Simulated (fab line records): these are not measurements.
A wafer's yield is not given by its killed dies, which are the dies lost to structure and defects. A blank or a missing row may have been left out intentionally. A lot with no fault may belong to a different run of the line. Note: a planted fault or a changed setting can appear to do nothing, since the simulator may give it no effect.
fab line records | flow gf180mcu
record: lots: 7 wafers: 21 last_day: 31
route steps=602 shown CONTACT@306 M1@315
lots with no fault: from the same line, run without faults
start_h: start of the lot's first displayed wafer, in hours after the record's first day | wait_h: how many hours have passed since the lot's step before this one | " as in the row above | L1.1+2: several wafers, shown together as one row | - either no value or no given start | * or withheld: withheld | < > ~ a bound
route shown NAME@n: names a module that has steps shown in the file, with the first one's number in the route | usual: mean and standard deviation over wafers with no fault | same: alike in all rows | chamber/n: place in a boat | sites: readings site by site | _std_site: standard deviation across them | _edge_site: mean of outer sites minus mean of inner sites | radius_mm: for every site, how far away it sits from the centre of the wafer | mask NAME#n: copy n | behind: the tool/chamber that last shaped the wafer | hold: what put the lot on hold/how long, in hours/how the hold closed | device: the n, p or np transistor that did not switch | end of line: tests run on the same wafers once the route is complete | a step given without rows: its recipe and nothing more | killed: at the first sort, the dies lost to defects and structure; wafer yield is something else | map: the dies of a wafer, with x for killed, . for not killed, _ for no die there
set.NAME: the run value of the setting; set.NAME@STEP: its run value at that earlier step | model.NAME: the simulator's own value behind a step, which no gauge read
lots seen at some steps along the route; tables by step, rows by wafer
services: when a tool's chamber went out of use (start_h, in hours from the record's first day, below 0 if earlier), for how many hours, and the reason
== steps ==
step: GF_CONTACT_CLEAN_19
recipe: chemistry: SPM
step: GF_CONTACT_CLEAN_20
recipe: chemistry: DIW
step: GF_CONTACT_CLEAN_21
recipe: chemistry: dHF time_s: 20 dilution: 100:1 dry: ipa_marangoni
step: GF_CONTACT_SPUTTER_22
recipe: material: Ti target_thk_nm: 15 chamber_pressure_pa: 5 power_w: 2500 substrate_temp_c: 200 time_s: 80.02
usual: cathode_dc_power_W: 2500.0/0.46 chamber_pressure_pa: 5.001/0.0095 throttle_valve_pct: 30.2/1.1
columns lot.wafer tool chamber start_h wait_h cathode_dc_power_W chamber_pressure_pa throttle_valve_pct
L147.2 pvd_sputter-03 - 365.60 0.0 2499.9 4.994 28.0
L147.4 " - " " 2499.9 4.998 28.9
L147.5 " - " " 2500.5 4.990 27.9
L150.1 pvd_sputter-02 - 387.54 0.0 2500.1 5.010 30.4
L150.2 " - " " 2499.4 4.992 29.5
L150.6 " - " " 2501.0 4.986 30.5
L156.2 pvd_sputter-02 - 457.01 0.0 2500.1 5.005 29.6
L156.5 " - " " 2500.3 5.006 32.1
L156.6 " - " " 2499.8 4.991 31.1
L157.1 pvd_sputter-02 - 464.99 0.0 2500.1 4.984 29.6
L157.3 " - " " 2500.0 4.983 32.2
L157.6 " - " " 2500.7 4.998 30.7
L165.2 pvd_sputter-03 - 520.54 0.0 2500.2 4.999 31.4
L165.5 " - " " 2499.9 4.989 27.9
L165.6 " - " " 2499.8 4.991 28.7
L166.3 pvd_sputter-01 - 526.68 0.0 2500.3 5.003 29.5
L166.5 " - " " 2499.4 4.999 29.2
L166.6 " - " " 2500.1 5.001 29.7
L167.3 pvd_sputter-01 - 533.19 0.0 2499.4 4.986 29.4
L167.5 " - " " 2499.8 4.999 29.3
L167.6 " - " " 2500.0 4.996 29.3
step: GF_CONTACT_SPUTTER_23
recipe: material: TiN target_thk_nm: 10 chamber_pressure_pa: 5 power_w: 4000 time_s: 40
step: GF_CONTACT_CVD_24
recipe: material: W target_thk_nm: 300 time_s: 90.339 temp_c: 400 pressure_torr: 40
step: GF_CONTACT_RS_MEAS_25
recipe: thk_meas_gauge: four-point-probe reads: W_of_CONTACT_CVD_24+TiN_of_CONTACT_SPUTTER_23+Ti_of_CONTACT_SPUTTER_22
usual: CONTACT_W_RS: 0.376/0.0083
columns lot.wafer tool chamber start_h wait_h CONTACT_W_RS[ohm/sq]
L147.2 film_metro-02 - 365.82 0.1 0.364
L147.4 " - " " 0.385
L147.5 " - " " 0.379
L150.1 film_metro-01 - 387.74 0.1 0.385
L150.2 " - " " 0.381
L150.6 " - " " 0.386
L156.2 film_metro-03 - 457.23 0.1 0.379
L156.5 " - " " 0.377
L156.6 " - " " 0.377
L157.1 film_metro-01 - 465.19 0.1 0.381
L157.3 " - " " 0.384
L157.6 " - " " 0.379
L165.2 film_metro-02 - 520.76 0.1 0.379
L165.5 " - " " 0.379
L165.6 " - " " 0.367
L166.3 film_metro-02 - 526.92 0.1 0.369
L166.5 " - " " 0.367
L166.6 " - " " 0.384
L167.3 film_metro-01 - 533.43 0.1 0.385
L167.5 " - " " 0.378
L167.6 " - " " 0.381
step: GF_CONTACT_THK_MEAS_26
recipe: thk_meas_gauge: xrf reads: W_of_CONTACT_CVD_24
usual: CONTACT_W_THK: 314/7.2
columns lot.wafer tool chamber start_h wait_h CONTACT_W_THK[nm]
L147.2 film_metro-02 - 365.93 0.1 325
L147.4 " - " " 306
L147.5 " - " " 311
L150.1 film_metro-01 - 387.86 0.1 309
L150.2 " - " " 310
L150.6 " - " " 308
L156.2 film_metro-03 - 457.34 0.1 315
L156.5 " - " " 314
L156.6 " - " " 315
L157.1 film_metro-01 - 465.31 0.1 309
L157.3 " - " " 306
L157.6 " - " " 311
L165.2 film_metro-02 - 520.87 0.1 309
L165.5 " - " " 309
L165.6 " - " " 319
L166.3 film_metro-02 - 527.02 0.1 317
L166.5 " - " " 320
L166.6 " - " " 307
L167.3 film_metro-01 - 533.53 0.1 307
L167.5 " - " " 314
L167.6 " - " " 309
step: GF_CONTACT_CMP_27
recipe: stop_on: SiO2 down_force_psi: 3.5 platen_rpm: 60 t_overpolish_s: 15 target_thk_nm: 0 pad_velocity_m_s: 0.94248
usual: motor_current_A: 11.5/1.4 overpolish_run_s: 14.998/0.009 slurry_filter_dp_kPa: 13.50/0.13 slurry_flow_ml_min: 149.9/0.43 time_to_endpoint_s: 72/3.1
columns lot.wafer tool chamber start_h wait_h motor_current_A overpolish_run_s slurry_filter_dp_kPa slurry_flow_ml_min time_to_endpoint_s
L147.4 cmp-01 2 365.98 0.0 10.4 15.000 13.54 150.4 70
L147.2 " 1 " " 12.8 14.984 13.38 150.2 77
L147.5 " 2 " " 10.7 14.988 13.42 150.2 73
L150.1 cmp-01 2 388.02 0.1 10.0 15.013 13.58 149.8 69
L150.2 " 3 " " 10.3 15.003 13.52 149.3 73
L150.6 " 1 " " 13.5 14.997 13.43 149.7 72
L156.2 cmp-02 2 457.49 0.1 13.5 14.988 13.52 150.2 72
L156.5 " 0 " " 12.0 14.999 13.53 149.0 73
L156.6 " 1 " " 9.8 14.993 13.47 149.6 74
L157.3 cmp-02 1 465.37 0.0 9.7 14.995 13.41 149.8 69
L157.1 " 2 " " 14.0 14.995 13.10 149.9 67
L157.6 " 1 " " 10.1 14.989 13.65 149.5 72
L165.2 cmp-02 3 520.97 0.1 10.5 14.992 13.31 149.6 72
L165.5 " 2 " " 13.8 14.992 13.78 150.0 71
L165.6 " 3 " " 11.4 14.996 13.55 150.2 76
L166.3 cmp-01 3 527.16 0.1 10.6 15.001 13.42 150.1 78
L166.5 " 1 " " 12.6 15.014 13.60 150.1 79
L166.6 " 2 " " 10.0 15.003 13.59 150.0 72
L167.3 cmp-02 1 533.67 0.1 9.5 14.997 13.58 149.7 73
L167.5 " 3 " " 10.4 15.006 13.65 150.3 73
L167.6 " 0 " " 11.6 15.016 13.37 150.0 74
step: GF_M1_SPUTTER_00
recipe: material: Ti target_thk_nm: 37.5 arriving_ion_energy_ev: 80 substrate_temp_c: 200 chamber_pressure_pa: 2 power_w: 4000 time_s: 150
usual: cathode_dc_power_W: 3999.9/0.73 chamber_pressure_pa: 2.000/0.0038 throttle_valve_pct: 30.1/1.2
columns lot.wafer tool chamber start_h wait_h cathode_dc_power_W chamber_pressure_pa throttle_valve_pct
L147.2 pvd_sputter-04 - 366.28 0.1 3999.7 1.995 30.7
L147.4 " - " " 3998.4 1.997 30.1
L147.5 " - " " 4000.5 1.999 30.7
L150.1 pvd_sputter-04 - 388.22 0.1 3999.8 1.993 30.4
L150.2 " - " " 4000.4 2.010 30.5
L150.6 " - " " 3999.9 1.991 30.4
L156.2 pvd_sputter-03 - 457.69 0.1 4000.7 1.998 28.0
L156.5 " - " " 4000.4 2.005 28.1
L156.6 " - " " 4000.0 1.999 29.2
L157.1 pvd_sputter-03 - 465.67 0.2 3999.5 1.997 28.9
L157.3 " - " " 4000.2 2.009 31.6
L157.6 " - " " 4000.6 1.998 31.7
L165.2 pvd_sputter-03 - 521.22 0.2 3999.1 1.996 27.8
L165.5 " - " " 4000.7 1.994 29.3
L165.6 " - " " 4000.6 1.992 31.7
L166.3 pvd_sputter-03 - 527.36 0.1 3998.9 1.996 29.1
L166.5 " - " " 3999.0 1.998 29.0
L166.6 " - " " 3999.5 1.997 31.5
L167.3 pvd_sputter-04 - 533.87 0.1 3998.1 2.005 30.8
L167.5 " - " " 3999.7 2.005 29.4
L167.6 " - " " 4000.9 1.993 30.4
step: GF_M1_SPUTTER_01
recipe: material: TiN target_thk_nm: 30 power_w: 6500 time_s: 25 chamber_pressure_pa: 0.4
usual: cathode_dc_power_W: 6500.1/1.2 chamber_pressure_pa: 0.4001/0.0008 throttle_valve_pct: 30.1/1.3
columns lot.wafer tool chamber start_h wait_h cathode_dc_power_W chamber_pressure_pa throttle_valve_pct
L147.2 pvd_sputter-04 - 366.38 0.1 6501.9 0.3988 30.4
L147.4 " - " " 6500.7 0.3998 30.0
L147.5 " - " " 6501.7 0.4000 30.8
L150.1 pvd_sputter-04 - 388.32 0.1 6499.0 0.3992 30.4
L150.2 " - " " 6500.6 0.4008 30.7
L150.6 " - " " 6501.3 0.4000 30.7
L156.2 pvd_sputter-03 - 457.79 0.1 6497.4 0.4005 27.8
L156.5 " - " " 6499.1 0.4006 28.1
L156.6 " - " " 6501.5 0.4001 29.0
L157.1 pvd_sputter-03 - 465.77 0.1 6498.9 0.3991 29.1
L157.3 " - " " 6501.4 0.3996 31.6
L157.6 " - " " 6500.5 0.4004 31.9
L165.2 pvd_sputter-03 - 521.32 0.1 6499.6 0.3989 27.8
L165.5 " - " " 6501.8 0.4007 28.9
L165.6 " - " " 6499.0 0.3993 31.7
L166.3 pvd_sputter-03 - 527.46 0.1 6500.0 0.3992 29.2
L166.5 " - " " 6501.7 0.3996 28.8
L166.6 " - " " 6499.2 0.4002 31.6
L167.3 pvd_sputter-04 - 533.97 0.1 6499.7 0.4005 30.5
L167.5 " - " " 6499.0 0.4000 29.7
L167.6 " - " " 6499.0 0.4008 30.4
step: GF_M1_SPUTTER_02
recipe: material: AlCu target_thk_nm: 450 power_w: 10600 time_s: 23.9 chamber_pressure_pa: 0.4
usual: cathode_dc_power_W: 10600/1.8 chamber_pressure_pa: 0.4000/0.00088 throttle_valve_pct: 30.0/1.2
columns lot.wafer tool chamber start_h wait_h cathode_dc_power_W chamber_pressure_pa throttle_valve_pct
L147.2 pvd_sputter-04 - 366.41 0.0 10601 0.3995 30.5
L147.4 " - " " 10599 0.3996 29.8
L147.5 " - " " 10599 0.3998 30.9
L150.1 pvd_sputter-04 - 388.35 0.0 10600 0.4007 30.4
L150.2 " - " " 10599 0.4009 30.5
L150.6 " - " " 10600 0.4011 30.7
L156.2 pvd_sputter-03 - 457.82 0.0 10597 0.3987 27.9
L156.5 " - " " 10598 0.4004 28.0
L156.6 " - " " 10602 0.3995 28.9
L157.1 pvd_sputter-03 - 465.80 0.0 10601 0.3998 28.9
L157.3 " - " " 10600 0.3992 31.5
L157.6 " - " " 10599 0.3988 31.4
L165.2 pvd_sputter-03 - 521.35 0.0 10600 0.4004 27.7
L165.5 " - " " 10599 0.3980 29.2
L165.6 " - " " 10597 0.4005 31.3
L166.3 pvd_sputter-03 - 527.49 0.0 10602 0.4006 28.8
L166.5 " - " " 10600 0.3985 28.8
L166.6 " - " " 10601 0.3994 31.5
L167.3 pvd_sputter-04 - 534.00 0.0 10597 0.3994 30.7
L167.5 " - " " 10600 0.4018 29.5
L167.6 " - " " 10599 0.4006 30.6
step: GF_M1_SPUTTER_03
recipe: material: Ti target_thk_nm: 10 substrate_temp_c: 300 chamber_pressure_pa: 0.3 power_w: 3000 time_s: 6.7
usual: cathode_dc_power_W: 3000.0/0.56 chamber_pressure_pa: 0.3001/0.0006 throttle_valve_pct: 30.0/1.2
columns lot.wafer tool chamber start_h wait_h cathode_dc_power_W chamber_pressure_pa throttle_valve_pct
L147.2 pvd_sputter-04 - 366.44 0.0 2999.2 0.2998 30.5
L147.4 " - " " 2998.8 0.3005 29.7
L147.5 " - " " 2999.6 0.2998 30.5
L150.1 pvd_sputter-04 - 388.38 0.0 2999.5 0.2986 30.6
L150.2 " - " " 2999.9 0.3003 30.4
L150.6 " - " " 3000.3 0.2995 30.1
L156.2 pvd_sputter-03 - 457.85 0.0 2999.3 0.2995 27.9
L156.5 " - " " 2999.9 0.3005 27.7
L156.6 " - " " 2999.4 0.3001 28.9
L157.1 pvd_sputter-03 - 465.83 0.0 3000.1 0.3009 29.2
L157.3 " - " " 3000.6 0.3013 31.5
L157.6 " - " " 3000.5 0.3011 31.7
L165.2 pvd_sputter-03 - 521.38 0.0 - - -
L165.5 " - " " - - -
L165.6 " - " " - - -
L166.3 pvd_sputter-03 - 527.52 0.0 - - -
L166.5 " - " " - - -
L166.6 " - " " - - -
L167.3 pvd_sputter-04 - 534.03 0.0 - - -
L167.5 " - " " - - -
L167.6 " - " " - - -
step: GF_M1_SPUTTER_04
recipe: material: TiN target_thk_nm: 50 power_w: 6500 time_s: 41.7 chamber_pressure_pa: 0.4
== services ==
columns tool chamber start_h hours kind
pvd_sputter-03 - 344.22 1.2 repair
cmp-01 - 347.85 2.1 repair
pvd_sputter-02 - 353.29 4.3 repair
cmp-02 - 355.73 0.2 repair
pvd_sputter-03 - 358.13 2.6 repair
cmp-01 - 384.68 1.1 repair
pvd_sputter-04 - 392.01 1.2 repair
cmp-01 - 400.36 1.6 repair
cmp-02 - 404.09 4.0 pm
cmp-02 - 408.09 - consumable_replace:conditioner
cmp-02 - 408.09 - consumable_replace:pad
pvd_sputter-03 - 414.66 9.9 repair
cmp-01 - 471.03 2.5 repair
cmp-01 - 473.19 0.7 repair
cmp-02 - 492.95 16.0 repair
cmp-02 - 508.92 4.4 pm
cmp-01 - 516.34 0.9 repair
pvd_sputter-02 - 520.04 7.6 repair
== key ==
first_sign: step: GF_M1_SPUTTER_03 reading: tool_record direction: missing
effect none on later readings
met_at GF_M1_SPUTTER_03
struck_wafers L165.2,L165.5,L165.6,L166.3,L166.5,L166.6,L167.3,L167.5,L167.6
later_rows_left_out L165.2,L165.5,L165.6,L166.3,L166.5,L166.6,L167.3,L167.5,L167.6
sort_left_out L165.2,L165.5,L165.6,L166.3,L166.5,L166.6,L167.3,L167.5,L167.6
onset_between 465.83 521.38
fault: kind: skipped_step_whole tool: pvd_sputter-03,pvd_sputter-04 chamber: - onset_h: 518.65 steps: GF_M1_SPUTTER_03 scope: struck_lots_only
sort_left_out: the simulated sort isn't trusted on such a fault, so these wafers' sort isn't shown, and their yield isn't known
later_rows_left_out: the simulator's readings of these wafers behind a module that went badly wrong aren't trusted and aren't shown, but for the sort
